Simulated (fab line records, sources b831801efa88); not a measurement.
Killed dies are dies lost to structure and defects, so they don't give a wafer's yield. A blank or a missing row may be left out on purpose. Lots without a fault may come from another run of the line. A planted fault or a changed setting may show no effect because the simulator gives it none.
Chamber matching | flow sky130 | SKY_FIELD_ISO_CMP_27 on cmp-02: 4 sister chambers
The step polishes, stops on Si3N4, t overpolish 16 s, target thk 457.8 nm. 4 wafers are shown with their chamber, then 7 later ones without.

WAFERS WITH THEIR CHAMBER
wafer  | chamber | motor_current_A (A)
L166.4 | 1       | 11.6
L168.1 | 3       | 10.0
L170.2 | 0       | 13.0
L170.3 | 2       | 11.8

WAFERS WITHOUT THEIR CHAMBER
wafer  | motor_current_A (A)
L170.5 | 11.5
L172.3 | 11.8
L172.4 | 11.0
L172.6 | 10.4
L176.1 | 10.6
L176.4 | 12.8
L176.6 | 10.7

WHICH CHAMBER EACH WENT THROUGH
wafer  | from the rows above          | in truth
L170.5 | can't be placed: 1 or 2      | 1
L172.3 | can't be placed: 2 or 1      | 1
L172.4 | can't be placed: 1 or 2 or 3 | 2
L172.6 | can't be placed: 3 or 1      | 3
L176.1 | can't be placed: 3 or 1 or 2 | 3
L176.4 | can't be placed: 0 or 2      | 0
L176.6 | can't be placed: 3 or 1 or 2 | 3
Placed correctly: 0 of 7. Can't be placed from these rows: 7 (the true chamber is among the candidates in 7). Placed wrongly: 0.
How it was worked out, from the rows above alone: a wafer's distance from a chamber is the root of the sum, over the readings, of the square of ((its reading less the chamber's mean) divided by the reading's scatter). The wafer belongs to the nearest chamber; if the next one is less than 2 further off, it can't be placed. A chamber's mean is the mean of its shown wafers. The scatter: with one shown wafer a chamber, the root of the mean of the squares of how far each hidden wafer lies from its nearest shown one.
